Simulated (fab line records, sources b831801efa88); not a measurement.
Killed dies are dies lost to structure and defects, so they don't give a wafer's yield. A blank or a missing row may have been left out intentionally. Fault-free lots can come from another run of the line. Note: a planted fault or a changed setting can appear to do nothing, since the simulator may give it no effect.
A single fault, viewed from 2 desks | flow sky130 | each desk holds nothing but its own numbers, with what lay behind them at the end

== FROM THE METROLOGY DESK ==
Lot by lot, what the gauges showed, no matter which tool ran the lot: averages of those sampled wafers that carry a number. Any lot whose mean is over 4 standard deviations away from the usual mean is out of limits and marked OUT; that distance is given in the brackets.
Columns: A = NWELL_00_OVL at SKY_NWELL_OVL_MEAS_10, usual 0.5 nm
lot  | first seen here | A
L273 | day 4 12:14     | 0.5
L276 | day 5 06:52     | 0.0
L277 | day 5 13:07     | 0.8
L279 | day 5 21:42     | -0.9
L280 | day 6 06:02     | 0.0
L281 | day 6 15:24     | 0.3
L283 | day 6 23:04     | -0.1
L284 | day 7 02:01     | -0.7
L291 | day 8 19:20     | 0.5
L292 | day 9 02:22     | -0.0
L293 | day 9 08:24     | 1.9
L294 | day 9 15:54     | 1.1
L296 | day 10 05:21    | -0.5
This desk's finding: nothing out of limits on any of the 13 lots.

== DESK OF THE TOOL OWNER: wet-bench-01 ==
The tool's own readings at SKY_FIELD_ISO_WET_ETCH_18 (etches Si3N4 in H3PO4, target depth 25 nm, time 286 s): means of the sampled wafers that have a number, for each lot that ran on this tool. Any lot whose mean is over 4 standard deviations away from the usual mean is out of limits and marked OUT; that distance is given in the brackets.
Columns: A = run-length-s at SKY_FIELD_ISO_WET_ETCH_18, usual 313 s
lot  | first seen here | A
L273 | day 2 06:15     | 311
L277 | day 3 01:24     | 320
L284 | day 4 12:46     | 312
L291 | day 6 02:01     | 668 (+99 or more) OUT
L292 | day 6 07:06     | 311
L293 | day 6 12:28     | 314
Finding of this desk: L291 out of limits; the first was L291 at day 6 02:01, on run-length-s at SKY_FIELD_ISO_WET_ETCH_18. Within limits: L273, L277, L284, L292, L293.

== ALL TOGETHER ==
At day 6 02:01, on L291, the tool owner's desk was in a position to raise an alarm.
At the metrology desk, nothing out of limits was observed.
The metrology desk holds a record of L291, inside its limits.
SKY_FIELD_ISO_WET_ETCH_18 was run on wet-bench-01 by each of the lots named.

== WHAT THE SIMULATOR HAD PUT IN ==
wet-bench-01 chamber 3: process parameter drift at SKY_FIELD_ISO_WET_ETCH_18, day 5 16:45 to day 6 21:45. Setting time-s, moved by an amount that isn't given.
Lots struck among those shown: L291.
Hours from the fault's start to each desk's first reading out of limits: the tool owner's desk, 9.
